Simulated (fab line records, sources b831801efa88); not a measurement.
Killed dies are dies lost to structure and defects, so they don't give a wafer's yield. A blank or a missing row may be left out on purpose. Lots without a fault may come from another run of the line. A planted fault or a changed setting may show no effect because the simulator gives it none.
One fault seen from 2 desks | flow sky130 | each desk has only its own numbers; what lay behind them comes last

THE METROLOGY DESK
What the gauges read, lot by lot, whatever tool the lot ran on: means of the sampled wafers that have a number. A lot is out of limits, marked OUT, if its mean lies more than 4 standard deviations from the usual mean; the brackets give that distance.
Columns: A = LDD_LDN_OVL at SKY_LDD_LDN_OVL_MEAS_07, usual -0.7 nm
lot  | first seen here | A
L885 | day 22 21:13    | 1.4
L886 | day 22 21:44    | -0.9
L887 | day 23 09:28    | -1.6
L889 | day 24 01:21    | -1.1
L899 | day 28 02:00    | -0.5
L901 | day 28 15:36    | 0.1
L903 | day 29 06:37    | -0.4
L904 | day 29 10:57    | -1.4
L905 | day 29 20:37    | 1.3
L906 | day 30 07:44    | -0.0
L907 | day 31 13:07    | -0.8
L908 | day 31 13:26    | 0.1
This desk's finding: nothing out of limits on any of the 12 lots.

THE TOOL OWNER'S DESK: plasma_asher-01
The tool's own readings at SKY_RES_XHIGH_STRIP_08 (strips in O2/N2): means of the sampled wafers that have a number, for each lot that ran on this tool. A lot is out of limits, marked OUT, if its mean lies more than 4 standard deviations from the usual mean; the brackets give that distance.
Columns: A = chamber_pressure_mTorr at SKY_RES_XHIGH_STRIP_08, usual 1500.1 mTorr; B = drypump_motor_current_A at SKY_RES_XHIGH_STRIP_08, usual 5.9 A; C = oes_product_au at SKY_RES_XHIGH_STRIP_08, usual 0.710 a.u.; D = strip_time_to_endpoint_s at SKY_RES_XHIGH_STRIP_08, usual 14.28 s
lot  | first seen here | A      | B   | C     | D
L885 | day 26 15:04    | 1500.6 | 6.3 | 0.712 | 14.27
L886 | day 26 17:06    | 1500.1 | 6.3 | 0.711 | 14.22
L887 | day 27 21:04    | 1499.8 | 6.2 | 0.704 | 14.48 (+5.8) OUT
L889 | day 27 21:49    | 1501.4 | 6.2 | 0.703 | 14.53 (+7.0) OUT
L901 | day 32 09:57    | 1500.2 | 6.3 | 0.713 | 14.28
L904 | day 33 02:07    | 1500.9 | 6.3 | 0.712 | 14.27
L905 | day 33 09:22    | 1499.6 | 6.2 | 0.710 | 14.23
L906 | day 33 18:22    | 1499.9 | 6.2 | 0.715 | 14.25
This desk's finding: out of limits on L887, L889; first on L887, day 27 21:04 (strip_time_to_endpoint_s at SKY_RES_XHIGH_STRIP_08). In limits: L885, L886, L901, L904, L905, L906.

PUT TOGETHER
The tool owner's desk could have raised an alarm at day 27 21:04, on L887, L889.
The metrology desk saw nothing out of limits.
The metrology desk has L887, L889 on record, within its limits.
Of the lots named, all ran SKY_RES_XHIGH_STRIP_08 on plasma_asher-01.

WHAT THE SIMULATOR HAD PUT IN
Process parameter drift: plasma_asher-01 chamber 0, from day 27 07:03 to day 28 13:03, at SKY_RES_XHIGH_STRIP_08. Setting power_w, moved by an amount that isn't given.
Lots struck among those shown: L887, L889.
Hours from the fault's start to each desk's first reading out of limits: the tool owner's desk, 14.
